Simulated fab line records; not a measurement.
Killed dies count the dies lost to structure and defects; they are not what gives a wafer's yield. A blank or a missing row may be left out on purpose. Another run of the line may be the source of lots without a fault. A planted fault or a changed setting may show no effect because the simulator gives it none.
Matching of chambers / flow gf180mcu / GF_PASSIVATION_ETCH_11 on rie diel-04: 4 sister chambers
The step etches the open film in CF4/O2, stops on TiN, target depth 1800 nm, time 400 s. 4 wafers are shown with their chamber, then 10 later ones without.

## WAFERS PAIRED WITH THEIR CHAMBERS
wafer=L086.5; chamber=3; drypump motor current A (A)=5.8
wafer=L088.3; chamber=0; drypump motor current A (A)=5.5
wafer=L091.3; chamber=1; drypump motor current A (A)=5.2
wafer=L091.4; chamber=2; drypump motor current A (A)=6.0

## WAFERS WITH NO CHAMBER GIVEN
wafer=L091.5; drypump motor current A (A)=5.5
wafer=L092.3; drypump motor current A (A)=5.8
wafer=L092.4; drypump motor current A (A)=5.5
wafer=L092.6; drypump motor current A (A)=5.8
wafer=L095.2; drypump motor current A (A)=5.5
wafer=L095.3; drypump motor current A (A)=5.8
wafer=L095.6; drypump motor current A (A)=5.5
wafer=L097.1; drypump motor current A (A)=5.5
wafer=L097.2; drypump motor current A (A)=6.1
wafer=L097.4; drypump motor current A (A)=5.2

## CHAMBER TAKEN BY EACH
wafer=L091.5; from the rows above=0; in truth=0
wafer=L092.3; from the rows above=3; in truth=3
wafer=L092.4; from the rows above=0; in truth=0
wafer=L092.6; from the rows above=3; in truth=3
wafer=L095.2; from the rows above=0; in truth=0
wafer=L095.3; from the rows above=3; in truth=3
wafer=L095.6; from the rows above=0; in truth=0
wafer=L097.1; from the rows above=0; in truth=0
wafer=L097.2; from the rows above=2; in truth=2
wafer=L097.4; from the rows above=1; in truth=1
Correct placement for 10 of the 10. Not placeable from these rows: 0. 0 placed wrongly.
How it was worked out, from the rows above alone: a wafer's distance from a chamber is the root of the sum, over the readings, of the square of ((its reading less the chamber's mean) divided by the reading's scatter). The wafer belongs to the nearest chamber; if the next one is less than 2 further off, it can't be placed. Each chamber's mean is taken over the wafers shown for it. The scatter: root of mean squared gap, hidden wafer to nearest shown wafer, with one shown wafer a chamber.
